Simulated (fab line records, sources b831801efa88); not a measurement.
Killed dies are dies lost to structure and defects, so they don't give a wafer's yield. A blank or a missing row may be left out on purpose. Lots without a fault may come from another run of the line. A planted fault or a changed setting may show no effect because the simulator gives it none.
Which tool did it? | flow sky130 | 12 lots, 36 wafers sampled, at 4 steps of a route of 708

WHAT THE GAUGES READ, wafer by wafer
SKY_VT_ADJUST_NCORE_TW_MEAS_11. Usual: VT_ADJUST_NCORE_TW 219.2, standard deviation 1.6.
lot  | measured     | on            | VT_ADJUST_NCORE_TW                  | flag
L959 | day 9 07:35  | film_metro-02 | 219.6 218.2 218.4                   |
L961 | day 9 10:07  | film_metro-03 | 220.9 220.1 221.6                   |
L962 | day 9 22:01  | film_metro-02 | 219.2 219.0 218.1                   |
L966 | day 11 02:25 | film_metro-02 | 219.2 220.6 219.2                   |
L968 | day 11 18:35 | film_metro-02 | 233.9 234.2 234.4 233.8 232.5 234.2 | OFF
L969 | day 11 20:58 | film_metro-03 | 221.6 220.2 219.8                   |
L972 | day 13 07:07 | film_metro-02 | 233.2 233.4 234.7 232.9 234.9 232.8 | OFF
L977 | day 14 13:40 | film_metro-02 | 218.8 217.7 219.0                   |
L978 | day 14 17:49 | film_metro-01 | 215.0 214.8 215.3                   |
L979 | day 15 09:22 | film_metro-03 | 219.6 218.3 219.3                   |
L980 | day 15 11:13 | film_metro-01 | 214.7 217.0 217.2                   |
L981 | day 15 19:16 | film_metro-02 | 220.5 221.5 219.6                   |

SKY_VIA2_BOW_MEAS_03. Usual: VIA2_BOW 86 um, standard deviation 7.3.
lot  | measured     | on            | VIA2_BOW (um) | flag
L959 | day 35 23:51 | film_metro-03 | 68 88 86      |
L961 | day 36 17:33 | film_metro-02 | 87 86 104     |
L962 | day 36 19:31 | film_metro-02 | 84 79 87      |
L966 | day 38 00:14 | film_metro-03 | 80 88 82      |
L968 | day 38 10:56 | film_metro-03 | 82 94 94      |
L969 | day 38 14:21 | film_metro-03 | 73 84 77      |
L972 | day 40 06:14 | film_metro-01 | 79 80 84      |
L977 | day 41 09:50 | film_metro-03 | 86 85 92      |
L978 | day 41 16:08 | film_metro-01 | 80 90 93      |
L979 | day 42 03:13 | film_metro-01 | 98 86 89      |
L980 | day 42 07:04 | film_metro-01 | 79 91 93      |
L981 | day 42 11:35 | film_metro-02 | 74 77 91      |

WHICH TOOL RAN EACH LOT (tool, then ch and the chambers of the sampled wafers, then the start)
lot  | SKY_VT_ADJUST_NCORE_IMPLANT_09  | SKY_CONTACT_SPUTTER_23
L959 | implanter-01 ch 0, day 9 07:20  | pvd_sputter-03, day 32 11:51
L961 | implanter-01 ch 0, day 9 09:53  | pvd_sputter-03, day 33 05:25
L962 | implanter-01 ch 0, day 9 21:46  | pvd_sputter-03, day 33 07:49
L966 | implanter-03 ch 0, day 11 02:10 | pvd_sputter-01, day 34 12:16
L968 | implanter-01 ch 0, day 11 18:20 | pvd_sputter-04, day 34 23:25
L969 | implanter-04 ch 0, day 11 20:43 | pvd_sputter-03, day 35 03:38
L972 | implanter-01 ch 0, day 13 06:52 | pvd_sputter-01, day 36 21:12
L977 | implanter-03 ch 0, day 14 13:25 | pvd_sputter-01, day 38 02:04
L978 | implanter-03 ch 0, day 14 17:35 | pvd_sputter-04, day 38 09:06
L979 | implanter-03 ch 0, day 15 09:09 | pvd_sputter-03, day 38 20:24
L980 | implanter-01 ch 0, day 15 10:58 | pvd_sputter-04, day 39 00:22
L981 | implanter-04 ch 0, day 15 19:01 | pvd_sputter-03, day 39 05:29
- SKY_VT_ADJUST_NCORE_IMPLANT_09
- SKY_CONTACT_SPUTTER_23: material TiN, target thk 20 nm, time 80 s.

WHAT THE TOOLS THEMSELVES READ (means of the sampled wafers that have a number; where no wafer has one, the mark that the record gives instead)
SKY_VT_ADJUST_NCORE_IMPLANT_09. Usual: beam_on_s 10.01 s, standard deviation 0.2; end_station_pressure_torr 5e-06 Torr, standard deviation 2.6e-07; faraday_current_uA 13.52, standard deviation 0.27.
lot  | tool         | beam_on_s (s) | end_station_pressure_torr (Torr) | faraday_current_uA | flag
L959 | implanter-01 | 10.08         | 5e-06                            | 13.44              |
L961 | implanter-01 | 10.09         | 5e-06                            | 13.45              |
L962 | implanter-01 | 10.12         | 5e-06                            | 13.37              |
L966 | implanter-03 | 9.91          | 5e-06                            | 13.65              |
L968 | implanter-01 | 12.46         | 5e-06                            | 10.89              | OFF
L969 | implanter-04 | 9.99          | 5e-06                            | 13.53              |
L972 | implanter-01 | 12.37         | 5e-06                            | 10.89              | OFF
L977 | implanter-03 | 10.05         | 5e-06                            | 13.48              |
L978 | implanter-03 | 10.07         | 5e-06                            | 13.45              |
L979 | implanter-03 | 10.07         | 5e-06                            | 13.49              |
L980 | implanter-01 | 10.07         | 5e-06                            | 13.42              |
L981 | implanter-04 | 10.09         | 5e-06                            | 13.40              |

SKY_CONTACT_SPUTTER_23. Usual: throttle_valve_pct 30.1 %, standard deviation 0.97.
lot  | tool           | throttle_valve_pct (%) | flag
L959 | pvd_sputter-03 | 30.7                   |
L961 | pvd_sputter-03 | 30.0                   |
L962 | pvd_sputter-03 | 30.7                   |
L966 | pvd_sputter-01 | 29.2                   |
L968 | pvd_sputter-04 | 30.5                   |
L969 | pvd_sputter-03 | 30.5                   |
L972 | pvd_sputter-01 | 29.2                   |
L977 | pvd_sputter-01 | 30.0                   |
L978 | pvd_sputter-04 | 30.4                   |
L979 | pvd_sputter-03 | 29.8                   |
L980 | pvd_sputter-04 | 30.6                   |
L981 | pvd_sputter-03 | 30.0                   |

THE ANSWER, worked out from the rows above alone
Rule: a lot is off if the mean of its wafers that have a number lies more than 3 standard deviations from the usual mean. A lot without any number at a reading at which 4 lots or more have one is off too. The other lots that the step has rows for count as sound. The gauges are gone through in route order, then the tools' own readings, and for those a lot's mean is taken as printed above. The first step at which some lot is off is used, and at that step the reading that is off furthest; a lot without a number counts as furthest.
Off: L968, L972, at SKY_VT_ADJUST_NCORE_TW_MEAS_11 (VT_ADJUST_NCORE_TW).
A tool fits if, at a process step before that reading, it ran every lot that is off, and no sound lot after the first of them. The gauges at SKY_VT_ADJUST_NCORE_TW_MEAS_11 aren't tried: what is off there is off at SKY_VT_ADJUST_NCORE_IMPLANT_09 too, on other tools, and a gauge's error can't cause that. None of those tried fits.

WHAT THE SIMULATOR HAD PUT IN
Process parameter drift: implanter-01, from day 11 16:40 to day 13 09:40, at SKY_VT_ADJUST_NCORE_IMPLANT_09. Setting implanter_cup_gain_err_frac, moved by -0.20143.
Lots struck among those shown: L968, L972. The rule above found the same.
